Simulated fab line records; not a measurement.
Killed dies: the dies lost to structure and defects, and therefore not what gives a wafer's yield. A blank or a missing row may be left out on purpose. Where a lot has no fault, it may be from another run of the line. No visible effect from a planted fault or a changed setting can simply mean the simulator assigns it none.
Which of the tools did it? :: flow gf180mcu :: Sampling: 14 lots, 42 wafers, 2 of 602 route steps

== WHAT THE GAUGES READ, wafer by wafer ==
GF_M4_CD_MEAS_14: target cd 280 nm. Usual: cd-nm 279.6 nm, standard deviation 1.2.
lot: L366
measured: day 23 12:09
on: cd-sem-02
cd-nm (nm): 279.6 279.0 279.5
flag: 

lot: L367
measured: day 23 19:27
on: cd-sem-02
cd-nm (nm): 281.1 281.8 281.3
flag: 

lot: L369
measured: day 24 12:20
on: cd-sem-02
cd-nm (nm): 281.2 280.9 281.0
flag: 

lot: L371
measured: day 25 06:11
on: cd-sem-02
cd-nm (nm): 280.0 279.9 279.9
flag: 

lot: L372
measured: day 25 15:43
on: cd-sem-01
cd-nm (nm): 280.8 282.2 280.9
flag: 

lot: L373
measured: day 26 02:59
on: cd-sem-01
cd-nm (nm): 279.0 278.6 279.3
flag: 

lot: L374
measured: day 26 08:23
on: cd-sem-02
cd-nm (nm): 279.5 278.8 278.8
flag: 

lot: L375
measured: day 26 13:57
on: cd-sem-02
cd-nm (nm): 278.7 280.0 278.9
flag: 

lot: L376
measured: day 26 21:49
on: cd-sem-02
cd-nm (nm): 280.1 279.8 280.4
flag: 

lot: L377
measured: day 27 09:03
on: cd-sem-02
cd-nm (nm): 279.3 279.1 279.4
flag: 

lot: L378
measured: day 27 14:07
on: cd-sem-02
cd-nm (nm): 277.9 279.8 278.9
flag: 

lot: L379
measured: day 27 19:51
on: cd-sem-02
cd-nm (nm): 278.0 279.2 278.4
flag: 

lot: L383
measured: day 29 05:01
on: cd-sem-02
cd-nm (nm): 279.8 280.1 278.6
flag: 

lot: L384
measured: day 29 06:16
on: cd-sem-02
cd-nm (nm): 278.4 278.6 279.2
flag: 

GF_V4_BOW_MEAS_05. Usual: for V4_BOW the level is 135 um and the standard deviation is 9.4.
lot: L366
measured: day 23 13:38
on: film-metro-02
V4_BOW (um): 133 136 128
flag: 

lot: L367
measured: day 23 20:49
on: film-metro-04
V4_BOW (um): 140 143 142
flag: 

lot: L369
measured: day 24 13:46
on: film-metro-02
V4_BOW (um): 134 142 132
flag: 

lot: L371
measured: day 25 07:34
on: film-metro-04
V4_BOW (um): 126 125 128
flag: 

lot: L372
measured: day 25 17:08
on: film-metro-01
V4_BOW (um): 135 129 132
flag: 

lot: L373
measured: day 26 04:23
on: film-metro-01
V4_BOW (um): 113 110 103
flag: 

lot: L374
measured: day 26 09:46
on: film-metro-02
V4_BOW (um): 129 142 128
flag: 

lot: L375
measured: day 26 15:20
on: film-metro-02
V4_BOW (um): 151 143 143
flag: 

lot: L376
measured: day 26 23:15
on: film-metro-01
V4_BOW (um): 138 120 123
flag: 

lot: L377
measured: day 27 10:26
on: film-metro-01
V4_BOW (um): 125 138 128
flag: 

lot: L378
measured: day 27 15:30
on: film-metro-01
V4_BOW (um): 137 123 125
flag: 

lot: L379
measured: day 27 21:34
on: film-metro-02
V4_BOW (um): 139 130 134
flag: 

lot: L383
measured: day 29 06:34
on: film-metro-02
V4_BOW (um): 142 131 132
flag: 

lot: L384
measured: day 29 07:41
on: film-metro-01
V4_BOW (um): 131 132 141
flag: 

== WHAT TOOL EACH LOT RAN ON (gives the tool, then ch and the chambers of the sampled wafers, and finally the start) ==
The record shows no process step preceding these readings.

== AS READ BY THE TOOLS THEMSELVES (means over the sampled wafers that have a number; for cases with no such wafer, the mark the record gives instead) ==
The record holds no such reading with a usual standard deviation.

== THE ANSWER, worked out from the rows above alone ==
Rule: lot off if the mean of its wafers having a number is beyond 3 standard deviations from the usual mean. Also off: a lot with no number at a reading for which 4 or more lots have one. The other lots that the step has rows for count as sound. After the gauges, taken in route order, come the tools' own readings; for these a lot's mean is taken, as printed above. At the first step where some lot is off, the reading lying furthest off is the one used; lots without a number count as furthest.
None of the lots is off at any reading shown; this tells nothing.

== WHAT THE SIMULATOR PUT IN ==
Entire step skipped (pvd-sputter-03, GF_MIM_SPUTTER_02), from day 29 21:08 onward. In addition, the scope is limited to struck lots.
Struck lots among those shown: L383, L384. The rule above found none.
